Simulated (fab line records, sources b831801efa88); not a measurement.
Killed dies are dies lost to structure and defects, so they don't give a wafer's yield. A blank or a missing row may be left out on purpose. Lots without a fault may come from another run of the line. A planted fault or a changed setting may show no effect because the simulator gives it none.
Which tool did it? | flow sky130 | 12 lots, 36 wafers sampled, at 3 steps of a route of 708

WHAT THE GAUGES READ, wafer by wafer
SKY_VIA2_OVL_MEAS_13. Usual: VIA2_OVL 3 nm, standard deviation 6.6.
lot  | measured     | on         | VIA2_OVL (nm) | flag
L898 | day 36 04:02 | overlay-01 | -3 -11 -5     |
L901 | day 36 17:34 | overlay-01 | 0 1 6         |
L899 | day 36 19:14 | overlay-02 | 5 3 14        |
L903 | day 37 07:05 | overlay-01 | 13 -1 -2      |
L906 | day 38 17:29 | overlay-01 | 6 4 3         |
L908 | day 39 12:32 | overlay-01 | 0 13 3        |
L911 | day 40 12:43 | overlay-01 | 18 10 1       |
L914 | day 41 06:46 | overlay-02 | -1 5 9        |
L917 | day 41 21:14 | overlay-02 | 4 8 3         |
L919 | day 42 14:26 | overlay-02 | -5 -2 4       |
L920 | day 42 20:41 | overlay-02 | 0 9 7         |
L921 | day 43 08:02 | overlay-01 | 4 9 8         |

WHICH TOOL RAN EACH LOT (tool, then ch and the chambers of the sampled wafers, then the start)
lot  | SKY_METAL2_SPUTTER_04        | SKY_VIA2_DEVELOP_11
L898 | pvd_sputter-02, day 33 20:02 | litho_track-03 ch 0, day 36 03:00
L901 | pvd_sputter-03, day 34 09:25 | litho_track-03 ch 0, day 36 17:00
L899 | pvd_sputter-03, day 34 12:15 | litho_track-01 ch 0, day 36 18:00
L903 | pvd_sputter-03, day 34 23:53 | litho_track-01 ch 0, day 37 06:00
L906 | pvd_sputter-02, day 36 09:46 | litho_track-03 ch 0, day 38 17:00
L908 | pvd_sputter-04, day 37 04:37 | litho_track-03 ch 0, day 39 12:00
L911 | pvd_sputter-03, day 38 07:03 | litho_track-03 ch 0, day 40 12:00
L914 | pvd_sputter-02, day 39 04:52 | litho_track-02 ch 0, day 41 06:00
L917 | pvd_sputter-04, day 39 19:26 | litho_track-01 ch 0, day 41 20:00
L919 | pvd_sputter-04, day 40 13:12 | litho_track-02 ch 0, day 42 14:00
L920 | pvd_sputter-04, day 40 19:44 | litho_track-01 ch 0, day 42 20:00
L921 | pvd_sputter-03, day 41 07:34 | litho_track-01 ch 0, day 43 07:00
- SKY_METAL2_SPUTTER_04: material TiN, target thk 70 nm, time 58.3 s.
- SKY_VIA2_DEVELOP_11: develop time 60 s.

WHAT THE TOOLS THEMSELVES READ (means of the sampled wafers that have a number; where no wafer has one, the mark that the record gives instead)
SKY_METAL2_SPUTTER_04. Usual: throttle_valve_pct 29.6 %, standard deviation 0.97.
lot  | tool           | throttle_valve_pct (%) | flag
L898 | pvd_sputter-02 | 31.1                   |
L901 | pvd_sputter-03 | 28.6                   |
L899 | pvd_sputter-03 | 28.8                   |
L903 | pvd_sputter-03 | 28.7                   |
L906 | pvd_sputter-02 | 31.0                   |
L908 | pvd_sputter-04 | 29.7                   |
L911 | pvd_sputter-03 | 28.8                   |
L914 | pvd_sputter-02 | 30.7                   |
L917 | pvd_sputter-04 | 29.7                   |
L919 | pvd_sputter-04 | 29.6                   |
L920 | pvd_sputter-04 | 29.0                   |
L921 | pvd_sputter-03 | 28.8                   |

SKY_VIA2_DEVELOP_11. Usual: chill_plate_temp_C 23.01 C, standard deviation 0.095; developer_temp_C 20.99 C, standard deviation 0.097; resist_line_temp_C 22.99 C, standard deviation 0.11.
lot  | tool           | chill_plate_temp_C (C) | developer_temp_C (C) | resist_line_temp_C (C) | flag
L898 | litho_track-03 | 23.00                  | 21.02                | 23.12                  |
L901 | litho_track-03 | 22.95                  | 21.03                | 23.07                  |
L899 | litho_track-01 | 22.96                  | 21.04                | 23.01                  |
L903 | litho_track-01 | 22.91                  | 20.89                | 23.00                  |
L906 | litho_track-03 | 22.94                  | 23.06                | 23.04                  | OFF
L908 | litho_track-03 | 22.95                  | 23.09                | 22.94                  | OFF
L911 | litho_track-03 | 23.04                  | 23.00                | 22.93                  | OFF
L914 | litho_track-02 | 23.04                  | 20.93                | 23.12                  |
L917 | litho_track-01 | 23.07                  | 20.94                | 23.03                  |
L919 | litho_track-02 | 23.08                  | 20.95                | 22.89                  |
L920 | litho_track-01 | 22.94                  | 20.87                | 22.98                  |
L921 | litho_track-01 | 23.05                  | 20.96                | 22.88                  |

THE ANSWER, worked out from the rows above alone
Rule: a lot is off if the mean of its wafers that have a number lies more than 3 standard deviations from the usual mean. A lot without any number at a reading at which 4 lots or more have one is off too. The other lots that the step has rows for count as sound. The gauges are gone through in route order, then the tools' own readings, and for those a lot's mean is taken as printed above. The first step at which some lot is off is used, and at that step the reading that is off furthest; a lot without a number counts as furthest.
Off: L906, L908, L911, at SKY_VIA2_DEVELOP_11 (developer_temp_C).
A tool fits if, at that step or a process step before it, it ran every lot that is off, and no sound lot after the first of them. One fits: litho_track-03 at SKY_VIA2_DEVELOP_11. Its last sound lot is L901 (day 36 17:00), its first lot that is off L906 (day 38 17:00): a fault that began between those two fits.
The tool's own readings at SKY_VIA2_DEVELOP_11 bear it out: on the lots that are off they differ by more than 5 times the standard deviation of the sound lots' means. developer_temp_C reads 23.05 C there against 20.96 C on the sound lots.

WHAT THE SIMULATOR HAD PUT IN
Process parameter drift: litho_track-03, from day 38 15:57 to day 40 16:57, at SKY_VIA2_DEVELOP_11. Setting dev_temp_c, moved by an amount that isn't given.
Lots struck among those shown: L906, L908, L911. The rule above found the same.
